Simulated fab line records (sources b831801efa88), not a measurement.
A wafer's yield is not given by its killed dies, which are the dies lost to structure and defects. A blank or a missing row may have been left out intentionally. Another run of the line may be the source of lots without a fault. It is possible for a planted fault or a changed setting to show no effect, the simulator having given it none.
Which of the tools did it? / flow sky130 / Sampling: 6 lots, 18 wafers, 3 of 708 route steps

## WHAT EACH GAUGE READ, for each wafer
SKY_GATE_OXIDE_TW_MEAS_14.
lot=L943; measured=day 14 21:43; on=film metro-01; GATE_OXIDE_TW=222.0 225.5 223.9
lot=L946; measured=day 15 23:18; on=film metro-04; GATE_OXIDE_TW=224.9 224.1 225.9
lot=L949; measured=day 17 23:35; on=film metro-04; GATE_OXIDE_TW=199.7 200.0 200.8
lot=L953; measured=day 18 13:49; on=film metro-04; GATE_OXIDE_TW=200.5 199.7 200.4
lot=L962; measured=day 21 19:08; on=film metro-04; GATE_OXIDE_TW=225.5 225.0 226.2
lot=L964; measured=day 22 08:04; on=film metro-04; GATE_OXIDE_TW=225.3 226.1 226.0

## TOOL THAT RAN EACH LOT (tool first, then ch and the chambers of the sampled wafers, then the start)
lot=L943; SKY_DNWELL_STRIP_08=plasma asher-04 ch 0,1, day 3 17:37; SKY_GATE_OXIDE_IMPLANT_11=implanter-04 ch 0, day 14 21:23
lot=L946; SKY_DNWELL_STRIP_08=plasma asher-04 ch 0,1, day 4 09:07; SKY_GATE_OXIDE_IMPLANT_11=implanter-04 ch 0, day 15 22:58
lot=L949; SKY_DNWELL_STRIP_08=plasma asher-04 ch 0,1, day 5 14:28; SKY_GATE_OXIDE_IMPLANT_11=implanter-04 ch 0, day 17 23:14
lot=L953; SKY_DNWELL_STRIP_08=plasma asher-04 ch 0,1, day 5 22:03; SKY_GATE_OXIDE_IMPLANT_11=implanter-04 ch 0, day 18 13:28
lot=L962; SKY_DNWELL_STRIP_08=plasma asher-03 ch 0,1, day 8 01:02; SKY_GATE_OXIDE_IMPLANT_11=implanter-01 ch 0, day 21 18:47
lot=L964; SKY_DNWELL_STRIP_08=plasma asher-03 ch 0,1, day 8 10:54; SKY_GATE_OXIDE_IMPLANT_11=implanter-01 ch 0, day 22 07:43
- SKY_DNWELL_STRIP_08: strips in O2/N2.
- SKY_GATE_OXIDE_IMPLANT_11

## THE ANSWER, worked out from the rows above alone
Rule: what is usual is taken from the lots themselves. The widest of any qualifying gaps counts: lots, ordered by their means at a reading, are off when they make up no more than a third of the lots, leave a main group of 4 or more, and stand apart from it by 3 or more times the standard deviation of that group's means. A main group is skipped when, at the precision printed for the reading in the tables above, its means are all equal. A lot without any number at a reading at which 4 lots or more have one is off too. Where the step has rows for the other lots, those lots are counted as sound.
Off: L949, L953, seen at SKY_GATE_OXIDE_TW_MEAS_14 (GATE_OXIDE_TW). Mean 225.0 and standard deviation 0.77 in the main group.
A tool fits if, at a process step before that reading, it ran every lot that is off, and no sound lot after the first of them. The gauges at SKY_GATE_OXIDE_TW_MEAS_14 are tried like those tools. Can't be told from this: 2 tools fit, plasma asher-04 at SKY_DNWELL_STRIP_08, implanter-04 at SKY_GATE_OXIDE_IMPLANT_11.

## WHAT THE SIMULATOR HAD PUT IN
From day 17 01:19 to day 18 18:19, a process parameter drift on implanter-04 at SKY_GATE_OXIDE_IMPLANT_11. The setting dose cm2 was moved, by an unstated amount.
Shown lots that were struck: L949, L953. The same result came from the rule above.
